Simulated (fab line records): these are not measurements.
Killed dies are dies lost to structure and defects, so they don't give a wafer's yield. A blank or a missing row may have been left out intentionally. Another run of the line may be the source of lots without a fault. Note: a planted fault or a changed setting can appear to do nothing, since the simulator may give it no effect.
Which tool was responsible? -- flow gf180mcu -- 36 wafers from 12 lots sampled at 4 of the route's 602 steps

== WHAT THE GAUGES SHOWED, per wafer ==
GF_MVSD_OVL_MEAS_07.
lot,measured,on,MVSD_OVL (nm)
L107,day 4 13:40,overlay-02,-0.4 0.6 0.7
L108,day 5 06:35,overlay-02,-0.4 -0.3 1.1
L111,day 5 13:01,overlay-02,-0.4 -2.6 -0.4
L112,day 5 21:43,overlay-01,0.4 0.9 1.7
L114,day 6 07:02,overlay-01,2.0 0.3 0.0
L116,day 6 14:42,overlay-01,0.1 0.5 1.8
L117,day 6 17:23,overlay-01,-0.6 -0.6 -0.4
L123,day 8 06:02,overlay-02,1.3 2.2 1.0
L126,day 8 23:35,overlay-02,-1.0 -1.2 -0.5
L127,day 9 05:13,overlay-02,-1.6 1.1 -0.3
L129,day 9 16:44,overlay-01,-0.2 0.5 0.9
L130,day 9 22:14,overlay-02,0.8 -0.2 0.2

GF_MVSD_TW_MEAS_11.
lot,measured,on,MVSD_TW
L107,day 4 14:06,film_metro-01,1583 1571 1580
L108,day 5 07:01,film_metro-03,1598 1583 1596
L111,day 5 13:27,film_metro-01,1575 1579 1579
L112,day 5 22:09,film_metro-03,1587 1591 1589
L114,day 6 07:29,film_metro-04,1570 1570 1558
L116,day 6 15:08,film_metro-03,1584 1587 1589
L117,day 6 17:50,film_metro-03,1592 1588 1589
L123,day 8 06:28,film_metro-04,1781 1771 1780
L126,day 9 00:01,film_metro-03,1806 1815 1810
L127,day 9 05:39,film_metro-04,1562 1559 1555
L129,day 9 17:10,film_metro-04,1551 1556 1562
L130,day 9 22:40,film_metro-01,1587 1595 1582

GF_VT_IMPLANT_RS_MEAS_46: uses a four-point probe to measure.
lot,measured,on,MVSD_RS (ohm/sq)
L107,day 7 16:17,film_metro-01,456.0 456.7 457.6
L108,day 8 11:44,film_metro-01,456.1 456.7 456.3
L111,day 8 18:51,film_metro-01,457.1 457.0 457.3
L112,day 9 05:20,film_metro-01,456.3 456.3 457.1
L114,day 9 15:04,film_metro-04,455.7 456.4 457.1
L116,day 10 00:48,film_metro-01,458.6 456.9 456.4
L117,day 10 02:38,film_metro-04,455.0 455.5 455.6
L123,day 11 23:01,film_metro-01,369.7 368.3 368.9
L126,day 12 19:06,film_metro-01,370.3 370.2 369.7
L127,day 13 01:53,film_metro-03,455.7 454.8 455.0
L129,day 13 15:31,film_metro-01,456.6 457.9 457.0
L130,day 13 20:58,film_metro-01,458.0 457.6 457.8

== EACH LOT AND THE TOOL THAT RAN IT (in order: tool; ch and the chambers of the sampled wafers; start) ==
lot,GF_MVSD_IMPLANT_08
L107,"implanter-01 ch 0, day 4 13:42"
L108,"implanter-02 ch 0, day 5 06:37"
L111,"implanter-02 ch 0, day 5 13:03"
L112,"implanter-01 ch 0, day 5 21:45"
L114,"implanter-01 ch 0, day 6 07:07"
L116,"implanter-01 ch 0, day 6 14:44"
L117,"implanter-01 ch 0, day 6 17:27"
L123,"implanter-01 ch 0, day 8 06:05"
L126,"implanter-01 ch 0, day 8 23:37"
L127,"implanter-03 ch 0, day 9 05:15"
L129,"implanter-02 ch 0, day 9 16:46"
L130,"implanter-02 ch 0, day 9 22:16"
- GF_MVSD_IMPLANT_08

== WHAT THE TOOLS THEMSELVES READ (means of the sampled wafers that have a number; where no wafer has one, the mark that the record gives instead) ==
GF_MVSD_IMPLANT_08.
lot,tool,beam_on_s (s),dose_ions_cm2,faraday_current_uA
L107,implanter-01,10.02,1.5984e+13,90.3
L108,implanter-02,10.32,1.5992e+13,87.2
L111,implanter-02,9.96,1.5988e+13,90.7
L112,implanter-01,9.80,1.6007e+13,92.0
L114,implanter-01,9.94,1.5992e+13,90.9
L116,implanter-01,10.11,1.5991e+13,89.1
L117,implanter-01,9.91,1.6000e+13,90.9
L123,implanter-01,10.14,2.5233e+13,140.5
L126,implanter-01,9.87,2.5246e+13,143.9
L127,implanter-03,10.00,1.5991e+13,89.9
L129,implanter-02,9.98,1.5981e+13,90.3
L130,implanter-02,9.97,1.5999e+13,90.7

== THE ANSWER, worked out from the rows above alone ==
Rule: the usual values come from the lots themselves. The widest of any qualifying gaps counts: lots, ordered by their means at a reading, are off when they make up no more than a third of the lots, leave a main group of 4 or more, and stand apart from it by 3 or more times the standard deviation of that group's means. Not used: any main group whose means are identical at the precision the tables above print for the reading. Also off: a lot with no number at a reading for which 4 or more lots have one. All remaining lots with rows at the step are treated as sound. The gauges are gone through in route order, then the tools' own readings, and for those a lot's mean is taken as printed above. At the first step where some lot is off, the reading lying furthest off is the one used; lots without a number count as furthest.
Off: L123, L126, at GF_MVSD_TW_MEAS_11 (MVSD_TW). The main group: mean 1578, standard deviation 13.
If a tool, at a process step before that reading, ran all the lots that are off and no sound lot after the first of them, it fits. Not tried: the gauges at GF_MVSD_TW_MEAS_11; whatever is off there is also off at GF_VT_IMPLANT_RS_MEAS_46, on other tools, and gauge error can't account for it. One fits: implanter-01 at GF_MVSD_IMPLANT_08. A fault onset in the window from L117 (day 6 17:27, its last sound lot) to L123 (day 8 06:05, its first lot off) fits.
The tool's own readings at GF_MVSD_IMPLANT_08 bear it out: on the lots that are off they differ by more than 5 times the standard deviation of the sound lots' means. dose_ions_cm2 reads 2.5240e+13 there against 1.5992e+13 on the sound lots; faraday_current_uA reads 142.2 there against 90.2 on the sound lots.

== WHAT WAS PUT IN BY THE SIMULATOR ==
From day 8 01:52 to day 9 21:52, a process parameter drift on implanter-01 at GF_MVSD_IMPLANT_08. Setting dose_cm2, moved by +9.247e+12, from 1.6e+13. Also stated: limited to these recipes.
Lots struck among those shown: L123, L126. The rule above reached the same finding.
